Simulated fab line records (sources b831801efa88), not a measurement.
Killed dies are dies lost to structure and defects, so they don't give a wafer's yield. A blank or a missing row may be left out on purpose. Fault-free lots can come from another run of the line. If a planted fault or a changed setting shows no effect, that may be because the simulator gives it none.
The tool behind it: which one? | flow sfq_line | 7 lots with 21 wafers sampled at 4 steps, on a route of 325 steps

## WHAT THE GAUGES READ, wafer by wafer
SFQ_I7_BOW_MEAS_946.
lot  | measured     | on            | I7_BOW (um)
L992 | day 64 12:10 | film_metro-03 | 4 4 -5
L998 | day 66 13:23 | film_metro-02 | 13 8 10
L102 | day 67 02:25 | film_metro-03 | 22 14 4
L105 | day 67 08:26 | film_metro-02 | 13 19 15
L110 | day 68 09:26 | film_metro-02 | -3 2 14
L112 | day 72 05:43 | film_metro-02 | -3 -4 -2
L114 | day 72 22:36 | film_metro-01 | 3 7 -1

## EACH LOT AND THE TOOL THAT RAN IT (in order: tool; ch and the chambers of the sampled wafers; start)
lot  | SFQ_TRILAYER_L0_VIA_ETCH_VIA_ETCH_016 | SFQ_TRILAYER_I1_DEP_PECVD_045   | SFQ_TRILAYER_I2_VIA_BARC_OPEN_VIA_ETCH_096
L992 | rie_diel-03 ch 2,3, day 5 03:44       | pecvd-02 ch 0,1,2, day 13 12:55 | rie_diel-02 ch 0,3, day 26 01:50
L998 | rie_diel-02 ch 0,2,3, day 7 02:17     | pecvd-04 ch 0,1, day 15 07:08   | rie_diel-03 ch 1,2, day 28 04:15
L102 | rie_diel-01 ch 1,3, day 8 05:07       | pecvd-02 ch 0,1, day 17 09:33   | rie_diel-03 ch 0,2, day 30 22:58
L105 | rie_diel-03 ch 1,3, day 9 01:26       | pecvd-01 ch 1,2, day 18 13:23   | rie_diel-04 ch 0,3, day 32 14:01
L110 | rie_diel-03 ch 0,1,2, day 10 06:20    | pecvd-02 ch 0,2, day 19 18:36   | rie_diel-03 ch 0,1,2, day 34 06:49
L112 | rie_diel-03 ch 0,2, day 10 18:25      | pecvd-01 ch 0,1,2, day 20 19:48 | rie_diel-03 ch 1,2, day 35 06:49
L114 | rie_diel-01 ch 0,1,2, day 11 05:58    | pecvd-01 ch 0,1,2, day 21 18:37 | rie_diel-04 ch 1,2,3, day 36 06:49
- SFQ_TRILAYER_L0_VIA_ETCH_VIA_ETCH_016: etches SiO2 in CHF3, stops on MoNx KI, target depth 80 nm.
- SFQ_TRILAYER_I1_DEP_PECVD_045: deposits SiO2 from SiH4/N2O, time 111.11 s, target thk 500 nm.
- SFQ_TRILAYER_I2_VIA_BARC_OPEN_VIA_ETCH_096: etches BARC in O2, target depth 125 nm, time 41.7 s.

## THE ANSWER, worked out from the rows above alone
Rule: usual is defined by the lots themselves. Put in order of their means at a reading, lots are off if they are a third of the lots or fewer, leave a main group of 4 or more, and stand apart from it by a gap of 3 or more times the standard deviation of the main group's means; of several such gaps the widest counts. Not used: any main group whose means are identical at the precision the tables above print for the reading. A lot without any number at a reading at which 4 lots or more have one is off too. All remaining lots with rows at the step are treated as sound.
No lot is off on any of the readings shown, so nothing can be concluded from this.

## WHAT WAS PUT IN BY THE SIMULATOR
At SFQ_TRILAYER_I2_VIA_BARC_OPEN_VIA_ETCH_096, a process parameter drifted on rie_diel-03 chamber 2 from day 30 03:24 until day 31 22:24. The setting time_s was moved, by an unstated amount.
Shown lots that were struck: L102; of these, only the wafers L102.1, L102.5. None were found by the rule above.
